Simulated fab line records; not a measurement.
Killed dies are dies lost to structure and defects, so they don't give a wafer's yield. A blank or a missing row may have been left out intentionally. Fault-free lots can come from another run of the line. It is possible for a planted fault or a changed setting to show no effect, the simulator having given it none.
Problem report in the 8D (eight disciplines) form, filled by code ; flow gf180mcu ; the parts of the form that need people (team, actions taken, sign-off) are left out

## 1. THE PROBLEM
Wafers without a fault read 1201 W, standard deviation 3.6; biasW at GF_V1_ETCH_17 reads a mean of 1240 W on 2 wafers belonging to 2 lots. Relative to the usual mean, that is a shift of +11 standard deviations.
The step: etches SiO2 in C4F8/O2/Ar, stops on TiN, target depth 630 nm.
Earliest sighting: wafer L829.3 on rieDiel-04 at day 21 15:00. Wafers with a number at this step in the record: 42, from 14 lots. By rule, "out" or "out of limits" means more than 4 standard deviations away from the usual mean. Any other wafer with a number is counted as sound.

## 2. WHAT IT IS AND WHAT IT IS NOT
question;is;is not
which readings at this step;biasW;oesProductAu
which lots;L829, L831;L820, L821, L822, L823, L825, L826, L827, L838, L839, L841, L842, L843
which wafers of those lots;L829.3, L831.4;L829.4, L829.5, L831.1, L831.2
read on which tools;rieDiel-04;rieDiel-01, rieDiel-02
when;from day 21 15:00;"up to then (23 sound wafers); but 17 sound wafers of L831, L838, L839, L841, L842, L843 came after"

## 3. THE SUSPECTS, EACH WITH WHAT RULES IT OUT
Counting: a tool at a process step up to the reading stays a suspect if it ran every lot that is out. Sound lots after the first of them don't rule it out here, since some wafers of a struck lot are sound.
- rieDiel-04 at GF_V1_ETCH_17 (etches SiO2 in C4F8/O2/Ar, stops on TiN, target depth 630 nm): kept. Ran every lot that is out, first one L829 (day 21 15:00); last sound lot up to then L827 (day 21 04:00). Its own biasW readings are out on those wafers.
- In rieDiel-04 at GF_V1_ETCH_17, the wafers that are out were processed in chamber 3 and their sound lot-mates in chambers 0, 1, 2.
Left after counting: rieDiel-04 at GF_V1_ETCH_17.

## 4. THE CAUSE (what the simulator had put in)
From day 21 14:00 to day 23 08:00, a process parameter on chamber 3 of rieDiel-04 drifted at GF_V1_ETCH_17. A move of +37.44 in setting biasW, from 1200. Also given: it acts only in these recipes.
Counting left only this tool.

## 5. THE CHAIN OF EFFECTS, in route order
Each row: a reading whose mean over the struck wafers that have a number lies more than 3 standard deviations from the usual. Readings are gone through only where the record gives a usual standard deviation; hours: the median, over the lots, of the time from a lot's start at the first step in this table giving one to that lot's start at this step; sigmas: the change measured in usual standard deviations.
hours;step;reading;usual;on struck wafers;change;sigmas
0;GF_V1_ETCH_17;biasW;1201 W;1240;+39;+11
The process steps in it:
- GF_V1_ETCH_17: etches SiO2 in C4F8/O2/Ar, stops on TiN, target depth 630 nm.
Later measuring or inspecting steps at which every struck wafer that the step has a row for has a number for every such reading, and none has moved that far: GF_M2_THK_MEAS_06, GF_M2_CD_MEAS_14.

## 6. HOW IT WOULD HAVE BEEN CAUGHT EARLIER
In this record the first reading out of limits was taken at day 21 15:00, 1 hour after the fault began at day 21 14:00.
